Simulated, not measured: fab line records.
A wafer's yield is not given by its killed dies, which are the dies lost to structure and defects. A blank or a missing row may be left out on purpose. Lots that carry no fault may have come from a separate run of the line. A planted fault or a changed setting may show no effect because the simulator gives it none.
Matching of chambers :: flow gf180mcu :: pecvd-04 running GF_MIM_CVD_05: 3 sister chambers
The step deposits Si3N4, target thk 42 nm, time 29.086 s. 3 wafers are shown with their chamber, then 9 later ones without.

== WAFERS, EACH WITH ITS CHAMBER ==
wafer: L087.3
chamber: 1
heater-power-w (W): 650

wafer: L087.5
chamber: 0
heater-power-w (W): 514

wafer: L087.6
chamber: 2
heater-power-w (W): 786

== WAFERS MISSING THEIR CHAMBER ==
wafer: L089.1
heater-power-w (W): 615

wafer: L089.2
heater-power-w (W): 682

wafer: L089.3
heater-power-w (W): 505

wafer: L091.2
heater-power-w (W): 837

wafer: L091.3
heater-power-w (W): 660

wafer: L091.6
heater-power-w (W): 547

wafer: L095.1
heater-power-w (W): 489

wafer: L095.4
heater-power-w (W): 612

wafer: L095.6
heater-power-w (W): 489

== CHAMBER TAKEN BY EACH ==
wafer: L089.1
from the rows above: 1
in truth: 1

wafer: L089.2
from the rows above: 1
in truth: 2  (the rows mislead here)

wafer: L089.3
from the rows above: 0
in truth: 0

wafer: L091.2
from the rows above: 2
in truth: 2

wafer: L091.3
from the rows above: 1
in truth: 1

wafer: L091.6
from the rows above: 0
in truth: 0

wafer: L095.1
from the rows above: 0
in truth: 0

wafer: L095.4
from the rows above: can't be placed: 1 or 0
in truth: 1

wafer: L095.6
from the rows above: 0
in truth: 0
Correct placement for 7 of the 9. From these rows, 1 cannot be placed; in 1 the true chamber is one of the candidates. Placed wrongly: 1.
How it was worked out, from the rows above alone: a wafer's distance from a chamber is the root of the sum, over the readings, of the square of ((its reading less the chamber's mean) divided by the reading's scatter). If the next closest chamber is less than 2 further off than the closest, the wafer can't be placed; otherwise it belongs to the closest. Each chamber's mean is taken over the wafers shown for it. The scatter (one wafer shown for each chamber): square how far every hidden wafer sits from the nearest shown wafer, average those squares and take the square root.
